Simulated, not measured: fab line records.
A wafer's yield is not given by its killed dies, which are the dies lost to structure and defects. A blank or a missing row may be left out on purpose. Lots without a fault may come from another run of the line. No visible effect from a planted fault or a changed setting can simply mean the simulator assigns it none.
Split-lot experiment :: flow sky130 :: 23 wafers read across 5 lots, on a route 708 steps long

ABOUT THE SPLIT
At SKY_METAL1_ETCH_18 (etches BARC in N2/H2, stops on SiO2, time 45.9 s, target depth 60 nm), the setting timeS was moved away from the recipe's 45.9 s on 5 of the 23 wafers read, by -12.7% to +10.9%. For the rest of the wafers, this setting stayed at what the recipe calls for.

There is no step in the file separating the split from the reading.

THE READING
KrF-thick_of_METAL1_COAT_10.thkNm (the simulator's own value, which no gauge read), in nm, at SKY_METAL1_METAL_ETCH_19 (etches the open film in Cl2/BCl3, stops on SiO2, target depth 360 nm, time 78 s). The file gives no usual value for it. Across the 18 wafers here that went through the recipe, the average is 157.4 nm and the standard deviation 3.1 nm.

wafer: L076.1
tool, chamber at the split: rieMetal-03, 0,1
timeS as run, s: 45.9
against the recipe: recipe
KrF-thick_of_METAL1_COAT_10.thkNm, nm: 154.5
against lot-mates on the recipe: -

wafer: L076.3
tool, chamber at the split: rieMetal-03, 1
timeS as run, s: 45.9
against the recipe: recipe
KrF-thick_of_METAL1_COAT_10.thkNm, nm: 154.5
against lot-mates on the recipe: -

wafer: L076.2
tool, chamber at the split: rieMetal-03, 1
timeS as run, s: 45.9
against the recipe: recipe
KrF-thick_of_METAL1_COAT_10.thkNm, nm: 153.6
against lot-mates on the recipe: -

wafer: L076.5
tool, chamber at the split: rieMetal-03, 0
timeS as run, s: 45.9
against the recipe: recipe
KrF-thick_of_METAL1_COAT_10.thkNm, nm: 157
against lot-mates on the recipe: -

wafer: L076.6
tool, chamber at the split: rieMetal-03, 0,1
timeS as run, s: 45.9
against the recipe: recipe
KrF-thick_of_METAL1_COAT_10.thkNm, nm: 154.4
against lot-mates on the recipe: -

wafer: L080.1
tool, chamber at the split: rieMetal-03, 0
timeS as run, s: 40.08
against the recipe: -12.7%
KrF-thick_of_METAL1_COAT_10.thkNm, nm: 169.3
against lot-mates on the recipe: +9.1

wafer: L080.3
tool, chamber at the split: rieMetal-03, 1
timeS as run, s: 45.9
against the recipe: recipe
KrF-thick_of_METAL1_COAT_10.thkNm, nm: 159.5
against lot-mates on the recipe: -

wafer: L080.4
tool, chamber at the split: rieMetal-03, 0
timeS as run, s: 40.08
against the recipe: -12.7%
KrF-thick_of_METAL1_COAT_10.thkNm, nm: 171
against lot-mates on the recipe: +10.8

wafer: L080.5
tool, chamber at the split: rieMetal-03, 1
timeS as run, s: 40.08
against the recipe: -12.7%
KrF-thick_of_METAL1_COAT_10.thkNm, nm: 166.9
against lot-mates on the recipe: +6.7

wafer: L080.6
tool, chamber at the split: rieMetal-03, 0
timeS as run, s: 45.9
against the recipe: recipe
KrF-thick_of_METAL1_COAT_10.thkNm, nm: 160.9
against lot-mates on the recipe: -

wafer: L082.1
tool, chamber at the split: rieMetal-02, 0,0,1
timeS as run, s: 45.9
against the recipe: recipe
KrF-thick_of_METAL1_COAT_10.thkNm, nm: 160.9
against lot-mates on the recipe: -

wafer: L082.2
tool, chamber at the split: rieMetal-02, 1
timeS as run, s: 50.91
against the recipe: +10.9%
KrF-thick_of_METAL1_COAT_10.thkNm, nm: 155.1
against lot-mates on the recipe: -5.5

wafer: L082.3
tool, chamber at the split: rieMetal-02, 1
timeS as run, s: 50.91
against the recipe: +10.9%
KrF-thick_of_METAL1_COAT_10.thkNm, nm: 156.6
against lot-mates on the recipe: -4.0

wafer: L082.5
tool, chamber at the split: rieMetal-02, 0,0,1
timeS as run, s: 45.9
against the recipe: recipe
KrF-thick_of_METAL1_COAT_10.thkNm, nm: 159
against lot-mates on the recipe: -

wafer: L082.6
tool, chamber at the split: rieMetal-02, 0,0,1
timeS as run, s: 45.9
against the recipe: recipe
KrF-thick_of_METAL1_COAT_10.thkNm, nm: 162
against lot-mates on the recipe: -

wafer: L083.4
tool, chamber at the split: rieMetal-02, 0
timeS as run, s: 45.9
against the recipe: recipe
KrF-thick_of_METAL1_COAT_10.thkNm, nm: 161.2
against lot-mates on the recipe: -

wafer: L083.5
tool, chamber at the split: rieMetal-02, 0
timeS as run, s: 45.9
against the recipe: recipe
KrF-thick_of_METAL1_COAT_10.thkNm, nm: 160.2
against lot-mates on the recipe: -

wafer: L083.6
tool, chamber at the split: rieMetal-02, 1
timeS as run, s: 45.9
against the recipe: recipe
KrF-thick_of_METAL1_COAT_10.thkNm, nm: 161.6
against lot-mates on the recipe: -

wafer: L085.2
tool, chamber at the split: rieMetal-03, 0
timeS as run, s: 45.9
against the recipe: recipe
KrF-thick_of_METAL1_COAT_10.thkNm, nm: 154.1
against lot-mates on the recipe: -

wafer: L085.3
tool, chamber at the split: rieMetal-03, 1
timeS as run, s: 45.9
against the recipe: recipe
KrF-thick_of_METAL1_COAT_10.thkNm, nm: 153
against lot-mates on the recipe: -

wafer: L085.4
tool, chamber at the split: rieMetal-03, 0
timeS as run, s: 45.9
against the recipe: recipe
KrF-thick_of_METAL1_COAT_10.thkNm, nm: 155.5
against lot-mates on the recipe: -

wafer: L085.5
tool, chamber at the split: rieMetal-03, 1
timeS as run, s: 45.9
against the recipe: recipe
KrF-thick_of_METAL1_COAT_10.thkNm, nm: 154.5
against lot-mates on the recipe: -

wafer: L085.6
tool, chamber at the split: rieMetal-03, 0
timeS as run, s: 45.9
against the recipe: recipe
KrF-thick_of_METAL1_COAT_10.thkNm, nm: 156.4
against lot-mates on the recipe: -
Rows listing several chambers each stand for several wafers; the file does not say which wafer went through which chamber.

THE FIT
A straight line over all 23 wafers: KrF-thick_of_METAL1_COAT_10.thkNm changes by -0.642 nm for each +1% of timeS; r = -0.73; the points scatter about the line by 3.5 nm.
The same after taking each lot's own level away (the mean of its wafers on the recipe; 23 wafers): -0.606 nm for each +1%; r = -0.93; scatter 1.4 nm.
According to that fit, moving timeS by its largest amount changes the reading by 7.7 nm.
Across the lots, their own levels run from 154.70 to 161.00 nm, a range of 2.0 times the standard deviation given above.
So the lot-to-lot level blurs the effect unless lot-mates are compared.
Check: for one of the wafers moved furthest among these (-12.7%), held out of the fit, the line's prediction against its lot-mates is +7.64 nm. It came out at +9.1 nm against them.

OTHER SPLITS ON THESE WAFERS
Other splits were also applied to these wafers ahead of the reading. Each is held against what the fit with the lots' levels taken away leaves over:
other split on the same wafers: SKY_LOCAL_INTERCONNECT_ETCH_13 pressureMtorr
wafers away from the commonest value: 15
r with KrF-thick_of_METAL1_COAT_10.thkNm (lot level and that fit taken away): +0.14

other split on the same wafers: SKY_CONTACT_HDPCVD_02 sih4FlowSccm
wafers away from the commonest value: 6
r with KrF-thick_of_METAL1_COAT_10.thkNm (lot level and that fit taken away): -0.42

other split on the same wafers: SKY_CONTACT_COAT_08 spinRpm
wafers away from the commonest value: 9
r with KrF-thick_of_METAL1_COAT_10.thkNm (lot level and that fit taken away): -0.10

other split on the same wafers: SKY_CONTACT_DEVELOP_13 developTimeS
wafers away from the commonest value: 9
r with KrF-thick_of_METAL1_COAT_10.thkNm (lot level and that fit taken away): +0.10

other split on the same wafers: SKY_CONTACT_CMP_27 tOverpolishS
wafers away from the commonest value: 4
r with KrF-thick_of_METAL1_COAT_10.thkNm (lot level and that fit taken away): -0.32

THE WHOLE CHAIN: every reading that the file lists as answering this split, in the file's order
step: SKY_METAL1_ETCH_18
what it does: etches BARC in N2/H2, stops on SiO2, time 45.9 s, target depth 60 nm
reading: KrF-thick_of_METAL1_COAT_10.thkNm (the simulator's own value, which no gauge read)
change (the file's fit): -0.52 nm for each +1% of the setting
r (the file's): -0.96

step: SKY_METAL1_METAL_ETCH_19
what it does: etches the open film in Cl2/BCl3, stops on SiO2, target depth 360 nm, time 78 s
reading: KrF-thick_of_METAL1_COAT_10.thkNm (the simulator's own value, which no gauge read)
change (the file's fit): -0.587 nm for each +1% of the setting
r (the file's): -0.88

THE FILE'S OWN FIT
KrF-thick_of_METAL1_COAT_10.thkNm changes by -0.587 nm for each +1% of timeS, r = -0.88.
